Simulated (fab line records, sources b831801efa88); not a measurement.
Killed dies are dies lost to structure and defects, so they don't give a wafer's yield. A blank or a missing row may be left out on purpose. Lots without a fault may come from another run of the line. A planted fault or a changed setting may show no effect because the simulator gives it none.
fab line records | flow sfq_line | part 1 of 2: steps 1 to 22 of 30
record lots=5 wafers=15 last_day=82
route steps=325 shown R5@212 I5@228 C5@240
lots that met no fault: from a run of the same line without faults
start_h: hours from the record's first day to the start of the lot's first wafer shown | wait_h: hours since the lot's step before | " the same as in the row above | L1.1+2: a row that stands for several wafers | - no value, or no start given | * or withheld: withheld | < > ~ a bound
route shown NAME@n: a module of which the file shows steps, and the number in the route of the first | usual: mean/standard deviation of fault-free wafers | same: alike in all rows | chamber/n: place in a boat | sites: the reading at each site | _std_site: their standard deviation | _edge_site: outer sites' mean less inner sites' | radius_mm: how far each site lies from the wafer's centre | mask NAME#n: copy n | behind: the tool/chamber that last shaped the wafer | hold: why the lot was held/for how many hours/how that ended | device: the transistor (n, p or np) that didn't switch | end of line: the same wafers' tests at the end of the route | a step without rows: its recipe alone | killed: dies lost to structure and defects at the first sort, not the wafer's yield | map: a wafer's dies, x killed, . not, _ none there
set.NAME: the setting as run; set.NAME@STEP: as run at that earlier step | model.NAME: the simulator's own value behind a step, which no gauge read
lots at some steps of the route; a table a step, a row a wafer
services: from which hour (start_h, from the record's first day; less than 0 if before it) a tool's chamber was out of use, for how many hours, and why
## steps
# step SFQ_TRILAYER_R5_DEP_SPUTTER_132
# recipe material=Ti base_pressure_pa=1.33e-06 target_thk_nm=5 power_w=2000 time_s=5 chamber_pressure_pa=0.4
# usual chamber_pressure_pa=0.4000/0.00069 throttle_valve_pct=30.4/1.1
# columns lot.wafer tool chamber start_h wait_h chamber_pressure_pa throttle_valve_pct
L075.4 pvd_sputter-05 - 1391.27 0.4 0.4003 29.2
L075.5 " - " " 0.4000 29.6
L075.6 " - " " 0.4006 29.4
L078.3 pvd_sputter-05 - 1407.29 0.6 0.4012 31.7
L078.4 " - " " 0.3997 30.0
L078.5 " - " " 0.3998 29.3
L091.1 pvd_sputter-03 - 1522.90 1.0 0.4001 29.2
L091.2 " - " " 0.4008 32.6
L091.4 " - " " 0.3991 30.1
L094.2 pvd_sputter-05 - 1634.94 0.8 0.3997 29.7
L094.4 " - " " 0.3993 29.5
L094.6 " - " " 0.4001 29.3
L096.1 pvd_sputter-04 - 1645.83 1.0 0.4011 31.0
L096.3 " - " " 0.4012 29.1
L096.5 " - " " 0.4010 31.1
# step SFQ_TRILAYER_R5_DEP_SPUTTER_133
# recipe material=MoNx base_pressure_pa=1.33e-06 target_thk_nm=40 power_w=1000 time_s=66.7 chamber_pressure_pa=0.4
# usual chamber_pressure_pa=0.4000/0.00084 throttle_valve_pct=30.4/1
# columns lot.wafer tool chamber start_h wait_h chamber_pressure_pa throttle_valve_pct
L075.4 pvd_sputter-05 - 1391.29 0.0 0.3997 29.4
L075.5 " - " " 0.3997 29.6
L075.6 " - " " 0.4009 29.6
L078.3 pvd_sputter-05 - 1407.31 0.0 0.4003 31.6
L078.4 " - " " 0.3991 30.0
L078.5 " - " " 0.4009 29.4
L091.1 pvd_sputter-03 - 1522.92 0.0 0.4006 29.7
L091.2 " - " " 0.4012 32.5
L091.4 " - " " 0.4008 29.8
L094.2 pvd_sputter-05 - 1634.96 0.0 0.4004 29.7
L094.4 " - " " 0.4004 29.3
L094.6 " - " " 0.3988 29.5
L096.1 pvd_sputter-04 - 1645.85 0.0 0.3996 31.0
L096.3 " - " " 0.4013 29.1
L096.5 " - " " 0.3985 31.0
# step SFQ_TRILAYER_R5_DEP_SPUTTER_134
# recipe material=Ti base_pressure_pa=1.33e-06 target_thk_nm=5 power_w=2000 time_s=5 chamber_pressure_pa=0.4
# usual chamber_pressure_pa=0.3998/0.00088 throttle_valve_pct=30.4/1
# columns lot.wafer tool chamber start_h wait_h chamber_pressure_pa throttle_valve_pct
L075.4 pvd_sputter-05 - 1391.35 0.0 0.3996 29.4
L075.5 " - " " 0.4012 29.5
L075.6 " - " " 0.3996 29.4
L078.3 pvd_sputter-05 - 1407.36 0.0 0.4006 31.8
L078.4 " - " " 0.4002 30.2
L078.5 " - " " 0.3997 29.1
L091.1 pvd_sputter-03 - 1522.97 0.0 0.3982 29.4
L091.2 " - " " 0.4007 32.6
L091.4 " - " " 0.3996 29.8
L094.2 pvd_sputter-05 - 1635.01 0.0 0.3982 30.1
L094.4 " - " " 0.3988 29.3
L094.6 " - " " 0.4009 29.4
L096.1 pvd_sputter-04 - 1645.90 0.0 0.3979 31.0
L096.3 " - " " 0.4013 29.1
L096.5 " - " " 0.3993 30.8
# step SFQ_R5_RS_MEAS_933
# recipe thk_meas_gauge=four-point-probe reads=Ti_of_TRILAYER_R5_DEP_SPUTTER_134+MoNx_of_TRILAYER_R5_DEP_SPUTTER_133+Ti_of_TRILAYER_R5_DEP_SPUTTER_132
# usual R5_MONX_RS=7.09/0.082
# columns lot.wafer tool chamber start_h wait_h R5_MONX_RS[ohm/sq]
L075.4 film_metro-02 - 1391.43 0.1 7.27
L075.5 " - " " 7.23
L075.6 " - " " 7.25
L078.3 film_metro-03 - 1407.42 0.0 7.10
L078.4 " - " " 7.14
L078.5 " - " " 7.15
L091.1 film_metro-03 - 1522.99 0.0 7.12
L091.2 " - " " 7.10
L091.4 " - " " 7.02
L094.2 film_metro-04 - 1635.05 0.0 6.98
L094.4 " - " " 7.02
L094.6 " - " " 6.94
L096.1 film_metro-02 - 1645.92 0.0 6.97
L096.3 " - " " 6.96
L096.5 " - " " 6.94
# step SFQ_R5_THK_MEAS_934
# recipe thk_meas_gauge=xrf reads=MoNx_of_TRILAYER_R5_DEP_SPUTTER_133
# usual R5_MONX_THK=38.8/0.53
# columns lot.wafer tool chamber start_h wait_h R5_MONX_THK[nm]
L075.4 film_metro-02 - 1391.52 0.1 37.9
L075.5 " - " " 38.0
L075.6 " - " " 38.0
L078.3 film_metro-03 - 1407.52 0.1 38.6
L078.4 " - " " 38.5
L078.5 " - " " 38.4
L091.1 film_metro-03 - 1523.11 0.1 38.6
L091.2 " - " " 38.7
L091.4 " - " " 39.2
L094.2 film_metro-04 - 1635.16 0.1 38.7
L094.4 " - " " 38.9
L094.6 " - " " 39.3
L096.1 film_metro-02 - 1646.04 0.1 39.8
L096.3 " - " " 39.6
L096.5 " - " " 39.7
# step SFQ_TRILAYER_R5_LITHO_COAT_141
# recipe resist=BARC spin_rpm=3000 resist_thk_nm=62
# usual chill_plate_temp_C=22.99/0.11 resist_line_temp_C=22.98/0.11
# columns lot.wafer tool chamber start_h wait_h chill_plate_temp_C resist_line_temp_C
L075.4 litho_track-04 0 1391.70 0.2 22.75 22.97
L075.5 " 0 " " 22.93 23.06
L075.6 " 0 " " 23.05 23.17
L078.3 litho_track-02 0 1407.66 0.1 23.20 23.01
L078.4 " 0 " " 23.02 22.99
L078.5 " 0 " " 23.04 22.84
L091.1 litho_track-02 0 1523.17 0.1 23.15 23.07
L091.2 " 0 " " 23.01 23.00
L091.4 " 0 " " 23.07 22.93
L094.2 litho_track-02 0 1635.26 0.1 22.90 22.97
L094.4 " 0 " " 22.95 23.05
L094.6 " 0 " " 23.01 22.98
L096.1 litho_track-02 0 1646.10 0.1 22.86 23.04
L096.3 " 0 " " 22.84 22.81
L096.5 " 0 " " 22.93 22.97
# step SFQ_TRILAYER_R5_LITHO_COAT_136
# recipe resist=KrF spin_rpm=3000 resist_thk_nm=600
# usual chill_plate_temp_C=23.00/0.1 resist_line_temp_C=23.03/0.1
# columns lot.wafer tool chamber start_h wait_h chill_plate_temp_C resist_line_temp_C
L075.4 litho_track-04 0 1392.00 0.2 22.94 23.21
L075.5 " 0 " " 22.95 23.00
L075.6 " 0 " " 22.98 22.91
L078.3 litho_track-02 0 1407.96 0.2 23.00 23.04
L078.4 " 0 " " 23.01 22.94
L078.5 " 0 " " 23.00 22.91
L091.1 litho_track-02 0 1523.47 0.2 23.05 22.89
L091.2 " 0 " " 22.88 23.01
L091.4 " 0 " " 23.07 23.05
L094.2 litho_track-02 0 1635.56 0.2 22.89 23.03
L094.4 " 0 " " 22.96 22.97
L094.6 " 0 " " 22.95 22.98
L096.1 litho_track-02 0 1646.40 0.2 23.06 23.07
L096.3 " 0 " " 22.92 23.07
L096.5 " 0 " " 23.25 23.00
# step SFQ_TRILAYER_R5_LITHO_SOFTBAKE_140
# recipe temp_c=withheld time_s=withheld resist=KrF
# usual chill_plate_temp_C=* resist_line_temp_C=*
# columns lot.wafer tool chamber start_h wait_h chill_plate_temp_C resist_line_temp_C
L075.4 litho_track-04 0 1392.22 0.2 * *
L075.5 " 0 " " * *
L075.6 " 0 " " * *
L078.3 litho_track-02 0 1408.21 0.2 * *
L078.4 " 0 " " * *
L078.5 " 0 " " * *
L091.1 litho_track-02 0 1523.77 0.2 * *
L091.2 " 0 " " * *
L091.4 " 0 " " * *
L094.2 litho_track-02 0 1635.84 0.2 * *
L094.4 " 0 " " * *
L094.6 " 0 " " * *
L096.1 litho_track-02 0 1646.70 0.2 * *
L096.3 " 0 " " * *
L096.5 " 0 " " * *
# step SFQ_TRILAYER_R5_LITHO_EXPOSE_137
# recipe mask_id=R5 na=0.6 source_shape=conventional sigma_outer=0.65 target_cd_nm=500 dose_mj=14.4
# columns lot.wafer tool chamber start_h wait_h mask
L075.4+5+6 krf_scanner-01 0 1400.94 - R5#0
L078.3+4+5 krf_scanner-01 0 1429.02 - R5#0
L091.1+2+4 krf_scanner-01 0 1621.05 - R5#0
L094.2+4+6 krf_scanner-01 0 1659.67 - R5#0
L096.1+3+5 krf_scanner-01 0 1667.87 - R5#0
# step SFQ_TRILAYER_R5_LITHO_PEB_139
# recipe peb_temp_c=115 peb_time_s=60 resist=KrF
# usual chill_plate_temp_C=23.02/0.12 heater_power_total_W=79.14/0.074 resist_line_temp_C=23.00/0.11
# columns lot.wafer tool chamber start_h wait_h chill_plate_temp_C heater_power_total_W resist_line_temp_C
L075.4 litho_track-03 0 1401.62 0.5 22.79 79.19 22.99
L075.5 " 0 " " 22.82 79.18 22.92
L075.6 " 0 " " 22.97 79.18 23.12
L078.3 litho_track-04 0 1429.87 0.7 23.01 78.99 22.93
L078.4 " 0 " " 23.00 79.21 22.93
L078.5 " 0 " " 23.09 79.20 23.07
L091.1 litho_track-02 0 1622.25 1.0 22.92 79.20 23.04
L091.2 " 0 " " 22.89 79.03 23.26
L091.4 " 0 " " 22.85 79.03 23.00
L094.2 litho_track-03 0 1660.69 0.8 23.05 79.25 23.07
L094.4 " 0 " " 23.09 79.21 22.97
L094.6 " 0 " " 23.02 79.10 23.24
L096.1 litho_track-03 0 1669.07 1.0 23.10 79.27 22.91
L096.3 " 0 " " 23.11 79.06 23.11
L096.5 " 0 " " 23.13 79.02 23.01
# step SFQ_TRILAYER_R5_LITHO_DEVELOP_138
# recipe time_s=60 resist=KrF
# usual chill_plate_temp_C=23.00/0.1 resist_line_temp_C=23.01/0.1
# columns lot.wafer tool chamber start_h wait_h chill_plate_temp_C resist_line_temp_C
L075.4 litho_track-03 0 1401.77 0.1 23.13 22.96
L075.5 " 0 " " 22.94 22.98
L075.6 " 0 " " 23.00 23.05
L078.3 litho_track-04 0 1430.02 0.1 23.07 22.95
L078.4 " 0 " " 23.04 22.90
L078.5 " 0 " " 23.09 23.00
L091.1 litho_track-02 0 1622.40 0.1 22.94 22.94
L091.2 " 0 " " 23.04 23.00
L091.4 " 0 " " 23.06 23.01
L094.2 litho_track-03 0 1660.84 0.1 23.11 23.17
L094.4 " 0 " " 22.89 23.05
L094.6 " 0 " " 22.90 22.99
L096.1 litho_track-03 0 1669.22 0.1 22.85 23.01
L096.3 " 0 " " 22.96 23.10
L096.5 " 0 " " 22.83 22.97
# step SFQ_R5_OVL_MEAS_935
# usual R5_OVL=-2/4.7
# columns lot.wafer tool chamber start_h wait_h R5_OVL[nm]
L075.4 overlay-01 - 1401.86 0.1 -6
L075.5 " - " " -2
L075.6 " - " " -4
L078.3 overlay-02 - 1430.13 0.1 -6
L078.4 " - " " -3
L078.5 " - " " 2
L091.1 overlay-01 - 1622.55 0.1 -3
L091.2 " - " " -3
L091.4 " - " " -2
L094.2 overlay-01 - 1660.97 0.1 -3
L094.4 " - " " -4
L094.6 " - " " -5
L096.1 overlay-01 - 1669.37 0.1 9
L096.3 " - " " 11
L096.5 " - " " 10
# step SFQ_TRILAYER_R5_BARC_OPEN_METAL_ETCH_177
# recipe mask_material=PR chemistry=O2 target_depth_nm=125 target=BARC icp_w=600 bias_w=80 pressure_mtorr=10 time_s=41.7
# usual drypump_motor_current_A=5.5/0.56 oes_product_au=0.685/0.0046
# columns lot.wafer tool chamber start_h wait_h drypump_motor_current_A oes_product_au rf_hours_counter_h
L075.4 rie_metal-03 0 1401.90 0.0 6.1 0.678 -
L075.5 " 0 " " 6.0 0.684 -
L075.6 " 1 " " 4.9 0.690 -
L078.3 rie_metal-04 0 1430.17 0.0 5.3 0.687 -
L078.4 " 1 " " 5.0 0.689 -
L078.5 " 0 " " 5.2 0.696 -
L091.1 rie_metal-04 1 1622.59 0.0 5.0 0.687 15
L091.2 " 0 " " 5.2 0.684 94
L091.4 " 1 " " 5.0 0.685 -
L094.2 rie_metal-04 0 1661.00 0.0 5.3 0.689 100
L094.4 " 0 " " 5.3 0.683 -
L094.6 " 1 " " 5.0 0.680 -
L096.1 rie_metal-04 0 1669.40 0.0 5.3 0.687 102
L096.3 " 1 " " 5.0 0.689 -
L096.5 " 0 " " 5.3 0.678 -
# step SFQ_TRILAYER_R5_ETCH_METAL_ETCH_139
# recipe stop_on=SiO2 mask_material=PR chemistry=Cl2 target_depth_nm=60 icp_w=600 bias_w=80 pressure_mtorr=10 time_s=40
# usual drypump_motor_current_A=5.5/0.56 oes_product_au=0.992/0.0052
# columns lot.wafer tool chamber start_h wait_h drypump_motor_current_A oes_product_au rf_hours_counter_h
L075.4 rie_metal-03 0 1401.96 0.0 6.1 0.996 -
L075.5 " 0 " " 6.1 0.990 -
L075.6 " 1 " " 4.9 0.988 -
L078.3 rie_metal-04 0 1430.23 0.0 5.3 0.992 -
L078.4 " 1 " " 5.0 0.993 -
L078.5 " 0 " " 5.2 1.005 -
L091.1 rie_metal-04 1 1622.65 0.0 5.0 0.990 15
L091.2 " 0 " " 5.2 0.992 94
L091.4 " 1 " " 5.0 0.987 -
L094.2 rie_metal-04 0 1661.06 0.0 5.2 0.995 100
L094.4 " 0 " " 5.2 0.990 -
L094.6 " 1 " " 5.0 0.983 -
L096.1 rie_metal-04 0 1669.46 0.0 5.2 0.990 102
L096.3 " 1 " " 5.0 0.991 -
L096.5 " 0 " " 5.2 0.995 -
# step SFQ_TRILAYER_R5_STRIP_STRIP_140
# recipe gas=O2 power_w=200 platen_temp_c=40 overash_fraction=0.65 chemistry=O2 pressure_mtorr=50
# usual drypump_motor_current_A=5.5/0.56 oes_product_au=1.003/0.007
# columns lot.wafer tool chamber start_h wait_h drypump_motor_current_A oes_product_au rf_hours_counter_h
L075.4 rie_metal-03 0 1402.19 0.2 6.0 1.009 -
L075.5 " 0 " " 6.0 1.004 -
L075.6 " 1 " " 4.9 1.003 -
L078.3 rie_metal-04 0 1430.47 0.2 5.2 1.008 -
L078.4 " 1 " " 5.0 0.999 -
L078.5 " 0 " " 5.3 1.015 -
L091.1 rie_metal-04 1 1622.71 0.0 5.0 1.005 15
L091.2 " 0 " " 5.3 1.013 94
L091.4 " 1 " " 5.0 1.002 -
L094.2 rie_metal-04 0 1661.12 0.0 5.3 1.005 100
L094.4 " 0 " " 5.2 1.010 -
L094.6 " 1 " " 5.0 1.005 -
L096.1 rie_metal-04 0 1669.52 0.0 5.2 1.008 102
L096.3 " 1 " " 5.0 1.007 -
L096.5 " 0 " " 5.3 1.012 -
# step SFQ_TRILAYER_R5_STRIP_SOLV_CLEAN_141
# recipe chemistry=NMP temp_c=70 time_s=600
# usual bath_heat_duty_pct=13.2/1.7
# columns lot.wafer tool chamber start_h wait_h bath_heat_duty_pct
L075.4 wet_bench-01 0 1402.59 0.2 13.8
L075.5 " 2 " " 11.7
L075.6 " 3 " " 17.2
L078.3 wet_bench-04 0 1430.87 0.2 12.3
L078.4 " 6 " " 11.4
L078.5 " 5 " " 12.5
L091.1 wet_bench-02 7 1623.31 0.4 12.9
L091.2 " 5 " " 15.0
L091.4 " 6 " " 14.7
L094.2 wet_bench-02 4 1661.72 0.4 14.1
L094.4 " 3 " " 12.5
L094.6 " 2 " " 11.8
L096.1 wet_bench-01 1 1670.12 0.4 12.5
L096.3 " 2 " " 10.6
L096.5 " 5 " " 12.2
# step SFQ_TRILAYER_A5C_DEP_PECVD_142
# recipe material=SiO2 temp_c=150 time_s=15.556 pressure_torr=2.4 rf_w=183.3 precursor=SiH4/N2O target_thk_nm=70
# usual chamber_pressure_Torr=2.400/0.0052 heater_power_w=82/21 throttle_valve_pct=25.2/1.4
# columns lot.wafer tool chamber start_h wait_h chamber_pressure_Torr heater_power_w throttle_valve_pct
L075.4 pecvd-01 2 1402.78 0.0 2.401 115 24.2
L075.5 " 2 " " 2.404 119 23.8
L075.6 " 0 " " 2.397 62 22.4
L078.3 pecvd-01 1 1431.06 0.0 2.407 59 24.6
L078.4 " 2 " " 2.395 120 24.1
L078.5 " 0 " " 2.399 64 22.3
L091.1 pecvd-02 2 1623.50 0.0 2.403 79 25.2
L091.2 " 1 " " 2.406 83 26.9
L091.4 " 2 " " 2.409 78 25.5
L094.2 pecvd-03 1 1661.89 0.0 2.396 81 26.5
L094.4 " 2 " " 2.401 48 27.1
L094.6 " 0 " " 2.411 95 25.1
L096.1 pecvd-01 0 1670.29 0.0 2.404 53 22.5
L096.3 " 2 " " 2.403 106 24.4
L096.5 " 0 " " 2.406 54 22.8
# step SFQ_TRILAYER_I5_LITHO_COAT_149
# recipe resist=BARC spin_rpm=3000 resist_thk_nm=62
# usual chill_plate_temp_C=23.00/0.12 resist_line_temp_C=23.01/0.11
# columns lot.wafer tool chamber start_h wait_h chill_plate_temp_C resist_line_temp_C
L075.4 litho_track-03 0 1402.96 0.2 22.98 22.85
L075.5 " 0 " " 22.95 22.96
L075.6 " 0 " " 23.25 22.96
L078.3 litho_track-01 0 1431.42 0.3 23.01 22.90
L078.4 " 0 " " 23.07 23.02
L078.5 " 0 " " 23.08 22.85
L091.1 litho_track-04 0 1623.54 0.0 22.87 23.06
L091.2 " 0 " " 22.88 23.01
L091.4 " 0 " " 22.94 23.12
L094.2 litho_track-01 0 1661.97 0.1 22.97 22.88
L094.4 " 0 " " 23.05 23.17
L094.6 " 0 " " 22.90 23.05
L096.1 litho_track-01 0 1670.37 0.1 22.88 23.08
L096.3 " 0 " " 23.01 23.13
L096.5 " 0 " " 22.90 23.08
# step SFQ_TRILAYER_I5_LITHO_COAT_144
# recipe resist=KrF spin_rpm=3000 resist_thk_nm=650
# usual chill_plate_temp_C=23.00/0.1 resist_line_temp_C=23.00/0.095
# columns lot.wafer tool chamber start_h wait_h chill_plate_temp_C resist_line_temp_C
L075.4 litho_track-03 0 1403.26 0.2 23.00 22.94
L075.5 " 0 " " 23.09 23.02
L075.6 " 0 " " 23.05 23.14
L078.3 litho_track-01 0 1431.72 0.2 22.92 23.02
L078.4 " 0 " " 22.90 22.85
L078.5 " 0 " " 22.96 23.07
L091.1 litho_track-04 0 1623.84 0.2 22.91 22.99
L091.2 " 0 " " 23.05 22.90
L091.4 " 0 " " 23.06 22.98
L094.2 litho_track-01 0 1662.27 0.2 23.05 23.10
L094.4 " 0 " " 22.89 23.12
L094.6 " 0 " " 23.24 23.21
L096.1 litho_track-01 0 1670.67 0.2 22.88 22.91
L096.3 " 0 " " 22.91 22.89
L096.5 " 0 " " 23.04 23.00
# step SFQ_TRILAYER_I5_LITHO_SOFTBAKE_148
# recipe temp_c=withheld time_s=withheld resist=KrF
# usual chill_plate_temp_C=* resist_line_temp_C=*
# columns lot.wafer tool chamber start_h wait_h chill_plate_temp_C resist_line_temp_C
L075.4 litho_track-03 0 1403.48 0.2 * *
L075.5 " 0 " " * *
L075.6 " 0 " " * *
L078.3 litho_track-01 0 1431.97 0.2 * *
L078.4 " 0 " " * *
L078.5 " 0 " " * *
L091.1 litho_track-04 0 1624.14 0.2 * *
L091.2 " 0 " " * *
L091.4 " 0 " " * *
L094.2 litho_track-01 0 1662.54 0.2 * *
L094.4 " 0 " " * *
L094.6 " 0 " " * *
L096.1 litho_track-01 0 1670.97 0.2 * *
L096.3 " 0 " " * *
L096.5 " 0 " " * *
# step SFQ_TRILAYER_I5_LITHO_EXPOSE_145
# recipe mask_id=I5 na=0.6 source_shape=conventional sigma_outer=0.65 target_cd_nm=700 dose_mj=21.3
# columns lot.wafer tool chamber start_h wait_h mask
L075.4+5+6 krf_scanner-01 0 1423.22 - I5#0
L078.3+4+5 krf_scanner-01 0 1454.22 - I5#0
L091.1+2+4 krf_scanner-01 0 1652.27 - I5#0
L094.2+4+6 krf_scanner-01 0 1686.90 - I5#0
L096.1+3+5 krf_scanner-01 0 1699.90 - I5#0
# step SFQ_TRILAYER_I5_LITHO_PEB_147
# recipe peb_temp_c=115 peb_time_s=60 resist=KrF
# usual chill_plate_temp_C=23.00/0.11 heater_power_total_W=79.16/0.061 resist_line_temp_C=22.99/0.12
# columns lot.wafer tool chamber start_h wait_h chill_plate_temp_C heater_power_total_W resist_line_temp_C
L075.4 litho_track-01 0 1423.89 0.5 23.17 79.12 23.01
L075.5 " 0 " " 23.21 79.18 23.06
L075.6 " 0 " " 23.21 79.12 23.03
L078.3 litho_track-03 0 1455.07 0.7 22.99 79.15 23.09
L078.4 " 0 " " 22.97 79.15 22.98
L078.5 " 0 " " 22.87 79.16 22.96
L091.1 litho_track-01 0 1653.47 1.0 22.88 79.17 22.96
L091.2 " 0 " " 22.95 79.19 23.10
L091.4 " 0 " " 22.86 79.12 22.99
L094.2 litho_track-01 0 1687.93 0.8 23.24 79.23 22.98
L094.4 " 0 " " 23.14 79.19 23.10
L094.6 " 0 " " 23.02 79.15 22.94
L096.1 litho_track-04 0 1701.10 1.0 22.95 79.20 22.91
L096.3 " 0 " " 23.09 79.16 23.00
L096.5 " 0 " " 23.13 79.15 22.86
